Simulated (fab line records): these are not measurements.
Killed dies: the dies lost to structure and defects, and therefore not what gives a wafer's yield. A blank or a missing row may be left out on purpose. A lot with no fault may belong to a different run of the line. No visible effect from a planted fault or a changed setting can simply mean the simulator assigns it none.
Which tool is to blame?    flow gf180mcu    12 lots, 36 wafers sampled, at 2 steps of a route of 602

## WHAT EACH GAUGE READ, for each wafer
GF_V5_RS_MEAS_24: uses a four-point probe to measure.
lot   measured      on             V5_W_RS (ohm/sq)
L674  day 27 00:28  film metro-04  0.328 0.333 0.327
L675  day 27 10:08  film metro-04  0.326 0.325 0.326
L676  day 27 19:47  film metro-04  0.334 0.330 0.332
L680  day 29 01:40  film metro-01  0.329 0.325 0.326
L681  day 29 10:57  film metro-02  0.334 0.322 0.332
L684  day 30 09:36  film metro-04  0.332 0.329 0.327
L687  day 31 06:58  film metro-04  0.329 0.329 0.331
L691  day 32 01:14  film metro-01  0.325 0.326 0.334
L692  day 32 07:36  film metro-02  0.337 0.329 0.329
L694  day 32 20:30  film metro-01  0.335 0.331 0.336
L696  day 33 08:07  film metro-02  0.326 0.324 0.338
L697  day 33 10:44  film metro-01  0.325 0.328 0.330

## EACH LOT AND THE TOOL THAT RAN IT (in order: tool; ch and the chambers of the sampled wafers; start)
lot   GF_V2_ETCH_17
L674  rie diel-02 ch 2,3, day 20 02:00
L675  rie diel-01 ch 0,1,3, day 20 13:00
L676  rie diel-02 ch 1,2, day 20 23:00
L680  rie diel-01 ch 0,1, day 22 10:00
L681  rie diel-01 ch 1,3, day 22 21:00
L684  rie diel-01 ch 0,1,3, day 24 01:00
L687  rie diel-03 ch 1,2,3, day 25 06:00
L691  rie diel-02 ch 1,2, day 26 04:00
L692  rie diel-02 ch 0,2, day 26 08:00
L694  rie diel-01 ch 0,2,3, day 27 03:00
L696  rie diel-02 ch 0,2,3, day 27 14:00
L697  rie diel-02 ch 0,2,3, day 27 21:00
- GF_V2_ETCH_17: etches SiO2 in C4F8/O2/Ar, stops on TiN, target depth 630 nm.

## AS READ BY THE TOOLS THEMSELVES (means over the sampled wafers that have a number; for cases with no such wafer, the mark the record gives instead)
GF_V2_ETCH_17.
lot   tool         oes product au (a.u.)
L674  rie diel-02  0.857
L675  rie diel-01  0.857
L676  rie diel-02  0.853
L680  rie diel-01  0.857
L681  rie diel-01  0.855
L684  rie diel-01  0.853
L687  rie diel-03  0.855
L691  rie diel-02  0.852
L692  rie diel-02  0.856
L694  rie diel-01  0.856
L696  rie diel-02  0.860
L697  rie diel-02  0.856

## THE ANSWER, worked out from the rows above alone
Rule: the usual values come from the lots themselves. The widest of any qualifying gaps counts: lots, ordered by their means at a reading, are off when they make up no more than a third of the lots, leave a main group of 4 or more, and stand apart from it by 3 or more times the standard deviation of that group's means. A main group is skipped when, at the precision printed for the reading in the tables above, its means are all equal. A lot without any number at a reading at which 4 lots or more have one is off too. All remaining lots with rows at the step are treated as sound. First the gauges in route order, then the tools' own readings, where a lot's mean is used as printed above. The first step at which some lot is off is used, and at that step the reading that is off furthest; a lot without a number counts as furthest.
No lot is off at any reading shown: from this, nothing can be told.

## WHAT HAD BEEN PUT IN BY THE SIMULATOR
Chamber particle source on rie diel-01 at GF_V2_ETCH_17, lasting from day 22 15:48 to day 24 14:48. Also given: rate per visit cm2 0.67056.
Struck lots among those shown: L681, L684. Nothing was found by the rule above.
